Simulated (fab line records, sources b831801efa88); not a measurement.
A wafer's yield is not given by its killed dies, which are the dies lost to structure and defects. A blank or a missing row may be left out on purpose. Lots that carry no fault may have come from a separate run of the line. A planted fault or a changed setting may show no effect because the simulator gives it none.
fab line records -- flow sky130
[record] lots = 6, wafers = 18, lastDay = 49
route steps=708 shown LDD_N@237 PAD_OPEN@708
lots untouched by any fault: they come from a run of this same line in which no faults occurred
startH: hours from the record's first day to the start of the lot's first wafer shown -- waitH: hours elapsed since this lot's preceding step -- " same as the row above -- L1.1+2: one row covering several wafers at once -- - no value, or no start was given -- * or withheld: withheld -- < > ~ a bound
route shown NAME@n: NAME is a module with steps in the file, n the number in the route of the first one -- usual: average and standard deviation across the fault-free wafers -- same: alike in all rows -- chamber/n: place in a boat -- sites: each site's reading -- _std_site: their standard deviation -- _edge_site: outer sites' mean less inner sites' -- radiusMm: how far each site lies from the wafer's centre -- mask NAME#n: copy n -- behind: the most recent tool/chamber to have shaped the wafer -- hold: the reason the lot was held/the length of the hold in hours/how it ended -- device: the n, p or np transistor that did not switch -- end of line: at the end of the route, the tests of the same wafers -- a step without rows: its recipe alone -- killed: dies lost to structure and defects at the first sort, not the wafer's yield -- map: a wafer's dies, marking killed ones x, the rest . and places with no die _
set.NAME: setting as actually run; set.NAME@STEP: the setting as run at that earlier step -- model.NAME: the simulator's own value behind a step, which no gauge read
lots seen at some steps along the route; tables by step, rows by wafer
services: from which hour (startH, from the record's first day; less than 0 if before it) a tool's chamber was out of use, for how many hours, and why
[[steps]]
[step SKY_LDD_N_DEHYDRATE_00]
[recipe] tempC = 200, timeS = 60
[step SKY_LDD_N_HMDS_01]
[recipe] primeTimeS = 60, primeTempC = 120
[step SKY_LDD_N_COAT_02]
[recipe] resist = NOVOLAK, spinRpm = 3000, resistThkNm = 300
[step SKY_LDD_N_SOFTBAKE_03]
[recipe] tempC = 90, timeS = 60, resist = NOVOLAK
[step SKY_LDD_N_EXPOSE_04]
[recipe] maskId = NTM, targetCdNm = 840, na = 0.6, sourceShape = conventional, sigmaOuter = 0.6, doseMj = 110
[step SKY_LDD_N_PEB_05]
[recipe] tempC = withheld, timeS = *, resist = NOVOLAK
[step SKY_LDD_N_DEVELOP_06]
[recipe] developTimeS = 60, devTempC = 23
[step SKY_LDD_N_OVL_MEAS_07]
[usual] LDD_N_OVL = -0.4/1.4
lot.wafer,tool,chamber,startH,waitH,LDD_N_OVL[nm]
L293.4,overlay-02,-,399.54,0.1,-0.1
L293.5,overlay-02,-,399.54,0.1,0.5
L293.6,overlay-02,-,399.54,0.1,0.0
L300.1,overlay-02,-,463.42,0.1,-0.1
L300.4,overlay-02,-,463.42,0.1,-0.6
L300.6,overlay-02,-,463.42,0.1,-2.1
L303.1,overlay-02,-,484.29,0.1,0.2
L303.4,overlay-02,-,484.29,0.1,-1.0
L303.6,overlay-02,-,484.29,0.1,-2.6
L311.2,overlay-02,-,559.78,0.1,-1.1
L311.3,overlay-02,-,559.78,0.1,-2.0
L311.6,overlay-02,-,559.78,0.1,-1.7
L312.1,overlay-01,-,567.66,0.1,1.7
L312.2,overlay-01,-,567.66,0.1,-0.1
L312.6,overlay-01,-,567.66,0.1,1.2
L313.2,overlay-01,-,571.94,0.1,-2.1
L313.4,overlay-01,-,571.94,0.1,-2.3
L313.5,overlay-01,-,571.94,0.1,-3.3
[step SKY_LDD_N_IMPLANT_08]
[recipe] species = As, energyKev = 20, doseCm2 = 7.5e+13, tiltDeg = withheld, rotationDeg = 23
[step SKY_LDD_N_IMPLANT_09]
[recipe] species = As, energyKev = 20, doseCm2 = 7.5e+13, tiltDeg = withheld, rotationDeg = 113
[step SKY_LDD_N_IMPLANT_10]
[recipe] species = As, energyKev = 20, doseCm2 = 7.5e+13, tiltDeg = withheld, rotationDeg = 203
[step SKY_LDD_N_IMPLANT_11]
[recipe] species = As, energyKev = 20, doseCm2 = 7.5e+13, tiltDeg = withheld, rotationDeg = 293
[step SKY_LDD_N_IMPLANT_12]
[recipe] species = BF2, energyKev = 50, doseCm2 = 5e+12, tiltDeg = 30, rotationDeg = 0
[usual] beamEnergyKeV = 50.000/0.016
[same] implantIonAmu = 49
lot.wafer,tool,chamber,startH,waitH,beamEnergyKeV,model.implant.rpNm,model.implant.drpNm
L293.4,implanter-01,0,400.23,0.1,50.000,30.86,18.83
L293.5,implanter-01,0,400.23,0.1,49.982,30.86,18.83
L293.6,implanter-01,0,400.23,0.1,49.994,30.86,18.83
L300.1,implanter-01,0,464.06,0.1,39.556,27.17,15.95
L300.4,implanter-01,0,464.06,0.1,39.555,27.17,15.95
L300.6,implanter-01,0,464.06,0.1,39.563,27.17,15.95
L303.1,implanter-01,0,484.92,0.1,39.570,25.54,15.95
L303.4,implanter-01,0,484.92,0.1,39.575,25.54,15.95
L303.6,implanter-01,0,484.92,0.1,39.570,25.54,15.95
L311.2,implanter-04,0,560.43,0.1,50.006,33.14,18.83
L311.3,implanter-04,0,560.43,0.1,49.996,33.14,18.83
L311.6,implanter-04,0,560.43,0.1,50.020,33.14,18.83
L312.1,implanter-01,0,568.29,0.1,50.018,32.38,18.83
L312.2,implanter-01,0,568.29,0.1,49.997,32.38,18.83
L312.6,implanter-01,0,568.29,0.1,49.984,32.38,18.83
L313.2,implanter-04,0,572.60,0.1,49.986,32.74,18.83
L313.4,implanter-04,0,572.60,0.1,50.014,32.74,18.83
L313.5,implanter-04,0,572.60,0.1,50.035,32.74,18.83
[step SKY_LDD_N_IMPLANT_13]
[recipe] species = BF2, energyKev = 50, doseCm2 = 5e+12, tiltDeg = 30, rotationDeg = 90
[step SKY_PAD_OPEN_PROBE_99]
[usual] killed_at_M0_to_M3 = 42/6.1, killed_at_M4_up = 3.1/1.7, killedAtContacts = 24/5.5, killedAtFrontEnd = 16/4.1, killedAtOther = 0.3/0.57, killedDies = 86/8.2, killedOpen = 47/6.8, killedShort = 38/5.8
[same] grossDies = 492, killedAtBackSide = 0
lot.wafer,tool,chamber,startH,waitH,killed_at_M0_to_M3,killed_at_M4_up,killedAtContacts,killedAtFrontEnd,killedAtOther,killedDies,killedOpen,killedShort,model.etest.nfet_01v8_lvt.vtSatV,model.etest.nfet_01v8.vtSatV
L293.4,prober-02,-,1076.29,0.2,41,8,30,18,0,97,67,30,0.5327,0.643
L293.5,prober-02,-,1076.34,0.2,35,3,24,12,0,74,41,33,0.5362,0.6489
L293.6,prober-02,-,1076.39,0.2,55,5,23,6,0,89,51,37,0.541,0.6536
L300.1,prober-01,-,1117.39,0.1,40,4,18,17,0,79,41,38,0.5418,0.6571
L300.4,prober-01,-,1117.54,0.2,41,0,20,19,0,80,41,38,0.5375,0.6572
L300.6,prober-01,-,1117.64,0.2,43,2,31,18,0,94,58,36,0.5421,0.6579
L303.1,prober-02,-,1129.69,0.1,46,5,15,18,0,84,51,33,0.5109,0.6309
L303.4,prober-02,-,1129.84,0.2,60,2,21,16,0,99,61,38,0.5119,0.6327
L303.6,prober-02,-,1129.94,0.2,42,3,16,20,1,82,36,46,0.5162,0.6373
L311.2,prober-02,-,1176.54,0.1,44,1,28,13,0,86,48,38,0.5382,0.6437
L311.3,prober-02,-,1176.59,0.2,49,5,26,13,0,93,43,49,0.5293,0.6477
L311.6,prober-02,-,1176.74,0.2,40,2,16,20,0,78,40,38,0.531,0.6376
L312.1,prober-01,-,1179.39,0.1,44,4,15,19,0,82,54,28,0.5297,0.6474
L312.2,prober-01,-,1179.44,0.1,48,3,31,17,0,99,43,56,0.5246,0.6396
L312.6,prober-01,-,1179.64,0.2,40,1,29,13,0,83,47,36,0.5326,0.6465
L313.2,prober-02,-,1182.26,0.1,46,1,26,24,1,98,60,37,0.531,0.6485
L313.4,prober-02,-,1182.36,0.2,44,1,24,18,2,89,51,36,0.5304,0.6543
L313.5,prober-02,-,1182.41,0.2,45,3,28,14,1,91,48,42,0.5421,0.6527
// killed by level:class
L293.4 VIA1:geometricParticle:open=20 CONTACT:geometricParticle:open=11 LI_CONTACT:geometricParticle:open=8 POLY_GATE:geometricParticle:open=7 VIA2:geometricParticle:open=6 LI_CONTACT:geometricParticle:short=5 METAL1:geometricParticle:short=5 VIA3:geometricParticle:open=5
L293.5 CONTACT:geometricParticle:open=9 VIA1:geometricParticle:open=8 CONTACT:geometricParticle:short=6 POLY_GATE:geometricParticle:open=5 LI_CONTACT:geometricParticle:open=5 VIA2:geometricParticle:short=5 VIA3:geometricParticle:open=5 VIA3:geometricParticle:short=5
L293.6 VIA2:geometricParticle:open=16 VIA1:geometricParticle:open=11 LI_CONTACT:geometricParticle:open=10 METAL1:geometricParticle:short=6 VIA3:geometricParticle:open=6 METAL2:geometricParticle:short=5 VIA3:geometricParticle:short=5 CONTACT:geometricParticle:open=4
L300.1 VIA2:geometricParticle:open=11 CONTACT:geometricParticle:open=7 METAL2:geometricParticle:short=6 FIELD_ISO:geometricParticle:short=5 LI_CONTACT:geometricParticle:open=4 CONTACT:geometricParticle:short=4 VIA1:geometricParticle:short=4 VIA3:geometricParticle:open=4
L300.4 VIA1:geometricParticle:open=11 CONTACT:geometricParticle:open=9 FIELD_ISO:geometricParticle:short=5 LI_CONTACT:geometricParticle:open=5 METAL1:geometricParticle:short=5 VIA2:geometricParticle:open=5 FIELD_ISO:geometricParticle:open=4 POLY_GATE:geometricParticle:short=4
L300.6 LI_CONTACT:geometricParticle:open=13 VIA2:geometricParticle:open=9 VIA1:geometricParticle:open=8 METAL2:geometricParticle:short=7 FIELD_ISO:geometricParticle:open=6 VIA3:geometricParticle:open=6 LOCAL_INTERCONNECT:geometricParticle:short=6 CONTACT:geometricParticle:open=5
L303.1 VIA2:geometricParticle:open=10 VIA1:geometricParticle:open=7 VIA3:geometricParticle:open=6 VIA1:geometricParticle:short=6 POLY_GATE:geometricParticle:open=5 LI_CONTACT:geometricParticle:open=5 METAL1:geometricParticle:short=4 CONTACT:geometricParticle:open=4
L303.4 VIA3:geometricParticle:open=13 VIA1:geometricParticle:open=12 VIA2:geometricParticle:open=9 LI_CONTACT:geometricParticle:open=8 METAL2:geometricParticle:short=7 METAL1:geometricParticle:short=5 VIA2:geometricParticle:short=5 POLY_GATE:geometricParticle:open=4
L303.6 VIA1:geometricParticle:open=10 SPACER:geometricParticle:short=7 CONTACT:geometricParticle:short=6 LI_CONTACT:geometricParticle:open=5 VIA1:geometricParticle:short=5 VIA2:geometricParticle:open=5 METAL2:geometricParticle:short=5 VIA3:geometricParticle:open=5
L311.2 VIA2:geometricParticle:open=12 LI_CONTACT:geometricParticle:open=10 VIA1:geometricParticle:open=10 LI_CONTACT:geometricParticle:short=6 CONTACT:geometricParticle:short=6 VIA1:geometricParticle:short=5 VIA3:geometricParticle:open=5 FIELD_ISO:geometricParticle:short=4
L311.3 VIA1:geometricParticle:open=9 METAL1:geometricParticle:short=8 CONTACT:geometricParticle:short=8 VIA2:geometricParticle:open=8 VIA3:geometricParticle:open=7 LI_CONTACT:geometricParticle:open=6 CONTACT:geometricParticle:open=6 FIELD_ISO:geometricParticle:short=4
L311.6 CONTACT:geometricParticle:open=8 METAL2:geometricParticle:short=6 VIA3:geometricParticle:open=5 VIA2:geometricParticle:open=5 FIELD_ISO:geometricParticle:short=4 VIA1:geometricParticle:open=4 POLY_GATE:geometricParticle:open=4 LI_CONTACT:geometricParticle:open=4
L312.1 VIA1:geometricParticle:open=10 VIA2:geometricParticle:open=8 CONTACT:geometricParticle:open=7 POLY_GATE:geometricParticle:open=6 METAL1:geometricParticle:short=6 VIA3:geometricParticle:open=6 LI_CONTACT:geometricParticle:open=4 POLY_GATE:geometricParticle:short=3
L312.2 VIA1:geometricParticle:open=12 VIA1:geometricParticle:short=11 LI_CONTACT:geometricParticle:open=7 LI_CONTACT:geometricParticle:short=7 METAL2:geometricParticle:short=7 CONTACT:geometricParticle:open=7 LOCAL_INTERCONNECT:geometricParticle:short=6 FIELD_ISO:geometricParticle:short=5
L312.6 CONTACT:geometricParticle:open=11 VIA1:geometricParticle:open=10 LI_CONTACT:geometricParticle:open=8 METAL1:geometricParticle:short=6 CONTACT:geometricParticle:short=6 VIA3:geometricParticle:open=6 VIA1:geometricParticle:short=5 METAL2:geometricParticle:short=4
L313.2 CONTACT:geometricParticle:open=10 VIA2:geometricParticle:open=10 VIA3:geometricParticle:open=9 CONTACT:geometricParticle:short=8 VIA1:geometricParticle:open=8 METAL1:geometricParticle:short=8 POLY_GATE:geometricParticle:open=7 LI_CONTACT:geometricParticle:open=6
L313.4 CONTACT:geometricParticle:open=13 VIA1:geometricParticle:short=6 POLY_GATE:geometricParticle:open=6 VIA1:geometricParticle:open=5 METAL3:geometricParticle:short=5 VIA3:geometricParticle:open=5 CONTACT:geometricParticle:short=4 METAL1:geometricParticle:open=4
L313.5 LI_CONTACT:geometricParticle:open=11 METAL1:geometricParticle:short=9 VIA3:geometricParticle:open=8 VIA1:geometricParticle:open=7 CONTACT:geometricParticle:open=6 VIA2:geometricParticle:open=6 FIELD_ISO:geometricParticle:open=5 LI_CONTACT:geometricParticle:short=4
[[services]]
tool,chamber,startH,hours,kind
implanter-01,-,436.98,2.1,pm
implanter-01,-,489.27,3.1,pm
implanter-01,-,498.13,1.1,repair
[[key]]
[firstSign] step = SKY_LDD_N_IMPLANT_12, reading = beamEnergyKeV, direction = down, sigmas = 99+, usual = *, struck = *
effect none on later readings
[modelEffect] step = SKY_LDD_N_IMPLANT_12, value = implant.rpNm, without = 32.52, struck = 26.35
[modelEffect] step = SKY_PAD_OPEN_PROBE_99, value = etest.nfet_01v8_lvt.vtSatV, without = 0.5469, struck = 0.5267
metAt SKY_LDD_N_IMPLANT_12
struckWafers L300.1,L300.4,L300.6,L303.1,L303.4,L303.6
testerLeftOut L300,L303
onsetBetween 400.23 464.06
[fault] kind = processParameterDrift, tool = implanter-01, chamber = -, onsetH = 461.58, steps = SKY_LDD_N_IMPLANT_12, channel = energyKev, offset = *, shape = step, endH = 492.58, actsIn = *, stated = *
// testerLeftOut: of these lots the tester's yield and bins aren't shown, on N5 and GAA mostly nor the transistor test; their killed dies are dies lost to structure and defects alone, not to doping, threshold or leakage, so they don't give the yield
